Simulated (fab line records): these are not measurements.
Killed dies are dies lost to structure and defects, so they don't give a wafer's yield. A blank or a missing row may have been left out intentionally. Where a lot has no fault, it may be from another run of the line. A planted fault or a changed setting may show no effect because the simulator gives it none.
2 desks looking at one fault	flow sky130	each desk has only its own numbers; what lay behind them comes last

== METROLOGY DESK ==
What the gauges read for every lot (on any tool): the sampled wafers with a number, averaged. The brackets show how far a lot's mean lies from the usual mean; more than 4 standard deviations puts the lot out of limits, marked OUT.
Columns: A = FIELD_ISO_CVD_24_THK at SKY_FIELD_ISO_THK_MEAS_25, usual 593 nm; B = cdNm at SKY_LDD_P_CD_MEAS_07, usual 380.5 nm
lot	first seen here	A	B
L714	day 2 11:05	590	384.3
L715	day 2 15:38	598	380.8
L718	day 3 06:19	590	376.8
L720	day 3 16:22	593	380.9
L721	day 3 22:01	603	381.5
L726	day 5 00:36	587	379.5
L731	day 5 23:39	592	382.3
L732	day 6 06:36	596	377.4
L733	day 6 09:32	589	378.2
L734	day 6 16:02	602	378.7
L735	day 6 20:41	593	379.0
L736	day 7 01:31	586	380.9
L737	day 7 08:10	600	383.7
Result from this desk: across the 13 lots, nothing is out of limits.

== FOR THE TOOL OWNER'S DESK: implanter-01 ==
The tool's own readings at SKY_GATE_OXIDE_IMPLANT_11, given as means over the sampled wafers that have a number, one for each lot that went through this tool. The brackets show how far a lot's mean lies from the usual mean; more than 4 standard deviations puts the lot out of limits, marked OUT.
Columns: A = beamOnS at SKY_GATE_OXIDE_IMPLANT_11, usual 9.99 s; B = faradayCurrentUA at SKY_GATE_OXIDE_IMPLANT_11, usual 14.7
lot	first seen here	A	B
L720	day 16 00:35	10.93 (+4.3) OUT	13.4 (-4.0) OUT
L732	day 19 21:57	10.10	14.6
L733	day 20 07:49	10.00	14.7
L736	day 21 15:57	9.98	14.8
L737	day 21 23:17	10.01	14.6
This desk's finding: out of limits on L720; first on L720, day 16 00:35 (beamOnS at SKY_GATE_OXIDE_IMPLANT_11). L732, L733, L736, L737 stayed within limits.

== PUT TOGETHER ==
At day 16 00:35, on L720, the tool owner's desk was in a position to raise an alarm.
Nothing out of limits was seen by the metrology desk.
The metrology desk holds a record of L720, inside its limits.
On implanter-01, each named lot ran SKY_GATE_OXIDE_IMPLANT_11.

== WHAT WAS PUT IN BY THE SIMULATOR ==
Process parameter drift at SKY_GATE_OXIDE_IMPLANT_11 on implanter-01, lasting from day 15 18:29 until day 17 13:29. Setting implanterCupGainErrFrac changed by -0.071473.
Shown lots that were struck: L720.
How many hours passed from the start of the fault until each desk's first out-of-limits reading: the tool owner's desk, 6.
